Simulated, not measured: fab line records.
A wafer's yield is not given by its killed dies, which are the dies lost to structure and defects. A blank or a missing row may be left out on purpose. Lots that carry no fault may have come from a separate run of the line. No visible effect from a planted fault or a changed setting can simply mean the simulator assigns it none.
The same fault as seen by 2 desks ; flow sky130 ; only its own numbers are on each desk; what lay behind them is given at the end

## DESK OF THE TOOL OWNER: iline stepper-01
The tool's own readings at SKY_SD_N_EXPOSE_04 (exposes mask NSDM, target cd 380 nm): means of the sampled wafers that have a number, for each lot that ran on this tool. The brackets show how far a lot's mean lies from the usual mean; more than 4 standard deviations puts the lot out of limits, marked OUT.
Columns: A = focus offset nm at SKY_SD_N_EXPOSE_04, usual -0.1 nm
lot;first seen here;A
L956;day 27 06:34;-0.6
L958;day 28 00:15;-0.1
L960;day 28 14:26;-0.8
L961;day 29 09:08;-1.0
L965;day 30 13:43;-0.7
L966;day 30 16:20;0.3
L968;day 31 14:04;0.3
This desk's finding: nothing out of limits on any of the 7 lots.

## METROLOGY DESK
What the gauges read for every lot (on any tool): the sampled wafers with a number, averaged. The brackets show how far a lot's mean lies from the usual mean; more than 4 standard deviations puts the lot out of limits, marked OUT.
Columns: A = LDD_LDN_TW at SKY_LDD_LDN_TW_MEAS_13, usual 1485; B = cd nm at SKY_POLY_CUT_CD_MEAS_08, usual 269.9 nm; C = SD_N_OVL at SKY_SD_N_OVL_MEAS_08, usual 0.3 nm
lot;first seen here;A;B;C
L956;day 22 18:49;1476;270.6;-1.5
L958;day 23 18:38;1479;268.4;-1.0
L959;day 23 22:35;1478;269.7;0.0
L960;day 24 03:40;1487;274.0;2.2
L961;day 25 03:35;1487;271.1;-90.0 (-69) OUT
L964;day 26 08:23;1487;270.6;0.7
L965;day 26 10:16;1482;269.6;-89.7 (-69) OUT
L966;day 26 11:58;1487;272.5;-90.7 (-70) OUT
L967;day 26 19:17;1480;269.9;0.7
L968;day 27 10:10;1490;267.6;-90.1 (-70) OUT
L976;day 30 11:47;1489;270.4;-0.8
L978;day 31 07:05;1484;270.7;1.8
L979;day 31 11:52;1481;271.6;1.2
This desk's finding: out of limits on L961, L965, L966, L968; first on L961, day 30 00:25 (SD_N_OVL at SKY_SD_N_OVL_MEAS_08). L956, L958, L959, L960, L964, L967, L976, L978, L979: within limits.

## ALL TOGETHER
On L961, L965, L966, L968, the metrology desk was in a position to raise an alarm at day 30 00:25.
The desk of the tool owner found nothing out of limits.
On record at the tool owner's desk: L961, L965, L966, L968, within its limits.
All the named lots went through SKY_SD_N_EXPOSE_04 on iline stepper-01.

## WHAT HAD BEEN PUT IN BY THE SIMULATOR
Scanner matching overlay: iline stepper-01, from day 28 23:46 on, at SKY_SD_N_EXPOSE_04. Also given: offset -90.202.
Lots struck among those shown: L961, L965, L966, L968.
Hours from the fault's start to each desk's first reading out of limits: the metrology desk, 25.
